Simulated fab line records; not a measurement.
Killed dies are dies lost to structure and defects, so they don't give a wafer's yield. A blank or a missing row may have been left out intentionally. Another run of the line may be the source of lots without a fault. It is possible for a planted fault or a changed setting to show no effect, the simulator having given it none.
Which of the tools did it? :: flow sky130 :: 13 lots, 39 wafers sampled, at 3 steps of a route of 708

## WHAT THE GAUGES SHOWED, per wafer
SKY_VT_ADJUST_LVTN_TW_MEAS_10. Usual: VT_ADJUST_LVTN_TW typically reads 240, with standard deviation 3.1.
lot: L522
measured: day 7 04:02
on: filmMetro-02
VT_ADJUST_LVTN_TW: 236 239 237
flag: 

lot: L523
measured: day 7 07:22
on: filmMetro-03
VT_ADJUST_LVTN_TW: 239 240 239
flag: 

lot: L524
measured: day 7 14:20
on: filmMetro-01
VT_ADJUST_LVTN_TW: 244 245 243
flag: 

lot: L525
measured: day 7 18:11
on: filmMetro-02
VT_ADJUST_LVTN_TW: 236 236 237
flag: 

lot: L526
measured: day 8 06:17
on: filmMetro-01
VT_ADJUST_LVTN_TW: 245 244 244
flag: 

lot: L529
measured: day 9 00:26
on: filmMetro-01
VT_ADJUST_LVTN_TW: 245 244 246
flag: 

lot: L530
measured: day 9 09:02
on: filmMetro-03
VT_ADJUST_LVTN_TW: 241 239 239
flag: 

lot: L531
measured: day 9 20:08
on: filmMetro-02
VT_ADJUST_LVTN_TW: 237 235 237
flag: 

lot: L532
measured: day 9 20:29
on: filmMetro-02
VT_ADJUST_LVTN_TW: 237 235 237
flag: 

lot: L533
measured: day 10 06:02
on: filmMetro-02
VT_ADJUST_LVTN_TW: 237 239 239
flag: 

lot: L534
measured: day 10 09:56
on: filmMetro-03
VT_ADJUST_LVTN_TW: 239 239 239
flag: 

lot: L543
measured: day 12 22:12
on: filmMetro-02
VT_ADJUST_LVTN_TW: 237 238 237
flag: 

lot: L544
measured: day 13 05:05
on: filmMetro-03
VT_ADJUST_LVTN_TW: 241 241 242
flag: 

SKY_VT_ADJUST_LVTN_TW_MEAS_21. Usual: VT_ADJUST_LVTN_2_TW typically reads 187.2, with standard deviation 2.3.
lot: L522
measured: day 7 23:55
on: filmMetro-02
VT_ADJUST_LVTN_2_TW: 184.7 184.0 184.5
flag: 

lot: L523
measured: day 8 03:01
on: filmMetro-03
VT_ADJUST_LVTN_2_TW: 186.8 187.9 187.7
flag: 

lot: L524
measured: day 8 11:20
on: filmMetro-03
VT_ADJUST_LVTN_2_TW: 186.9 186.2 187.2
flag: 

lot: L525
measured: day 8 14:58
on: filmMetro-03
VT_ADJUST_LVTN_2_TW: 187.1 187.1 186.8
flag: 

lot: L526
measured: day 9 03:14
on: filmMetro-03
VT_ADJUST_LVTN_2_TW: 186.7 188.0 187.3
flag: 

lot: L529
measured: day 9 22:38
on: filmMetro-02
VT_ADJUST_LVTN_2_TW: 183.9 183.4 184.4
flag: 

lot: L530
measured: day 10 06:59
on: filmMetro-02
VT_ADJUST_LVTN_2_TW: 185.1 184.8 185.0
flag: 

lot: L531
measured: day 10 18:11
on: filmMetro-02
VT_ADJUST_LVTN_2_TW: 186.4 185.0 185.3
flag: 

lot: L532
measured: day 10 18:29
on: filmMetro-03
VT_ADJUST_LVTN_2_TW: 186.7 186.1 187.2
flag: 

lot: L533
measured: day 11 04:11
on: filmMetro-02
VT_ADJUST_LVTN_2_TW: 184.2 184.1 184.1
flag: 

lot: L534
measured: day 11 09:59
on: filmMetro-01
VT_ADJUST_LVTN_2_TW: 190.5 190.2 189.6
flag: 

lot: L543
measured: day 14 00:03
on: filmMetro-01
VT_ADJUST_LVTN_2_TW: 189.8 189.6 188.3
flag: 

lot: L544
measured: day 14 07:23
on: filmMetro-03
VT_ADJUST_LVTN_2_TW: 187.8 188.7 188.1
flag: 

SKY_VT_ADJUST_HVTR_CD_MEAS_07: the cd target is 380 nm. Usual: cdNm 380.3 nm, standard deviation 2.8.
lot: L522
measured: day 9 18:37
on: cdSem-02
cdNm (nm): 383.4 383.7 383.5
flag: 

lot: L523
measured: day 9 22:13
on: cdSem-01
cdNm (nm): 384.3 382.0 383.0
flag: 

lot: L524
measured: day 10 05:50
on: cdSem-02
cdNm (nm): 377.6 378.1 379.5
flag: 

lot: L525
measured: day 10 09:49
on: cdSem-01
cdNm (nm): 375.3 379.7 379.1
flag: 

lot: L526
measured: day 10 23:28
on: cdSem-02
cdNm (nm): 379.6 378.3 381.6
flag: 

lot: L529
measured: day 11 20:55
on: cdSem-02
cdNm (nm): 374.8 374.0 377.7
flag: 

lot: L530
measured: day 12 05:29
on: cdSem-02
cdNm (nm): 379.7 378.6 378.8
flag: 

lot: L531
measured: day 12 16:55
on: cdSem-01
cdNm (nm): 376.6 378.1 380.2
flag: 

lot: L532
measured: day 12 17:31
on: cdSem-02
cdNm (nm): 382.5 381.5 382.4
flag: 

lot: L533
measured: day 13 04:38
on: cdSem-02
cdNm (nm): 377.0 379.6 378.3
flag: 

lot: L534
measured: day 13 11:34
on: cdSem-02
cdNm (nm): 379.9 377.7 378.4
flag: 

lot: L543
measured: day 16 05:44
on: cdSem-01
cdNm (nm): 384.5 384.0 388.1
flag: 

lot: L544
measured: day 16 13:32
on: cdSem-01
cdNm (nm): 378.7 376.1 375.1
flag: 

## TOOL THAT RAN EACH LOT (tool first, then ch and the chambers of the sampled wafers, then the start)
The record holds no process step before these readings.

## WHAT THE TOOLS THEMSELVES READ (means of the sampled wafers that have a number; where no wafer has one, the mark that the record gives instead)
The record holds no such reading with a usual standard deviation.

## THE ANSWER, worked out from the rows above alone
Rule: a lot is off if the mean of its wafers that have a number lies more than 3 standard deviations from the usual mean. A lot without any number at a reading at which 4 lots or more have one is off too. Any other lot the step has rows for is counted as sound. The gauges are gone through in route order, then the tools' own readings, and for those a lot's mean is taken as printed above. The first step at which some lot is off is used, and at that step the reading that is off furthest; a lot without a number counts as furthest.
Across all readings shown, no lot is off: no conclusion can be drawn from this.

## WHAT THE SIMULATOR HAD INSERTED
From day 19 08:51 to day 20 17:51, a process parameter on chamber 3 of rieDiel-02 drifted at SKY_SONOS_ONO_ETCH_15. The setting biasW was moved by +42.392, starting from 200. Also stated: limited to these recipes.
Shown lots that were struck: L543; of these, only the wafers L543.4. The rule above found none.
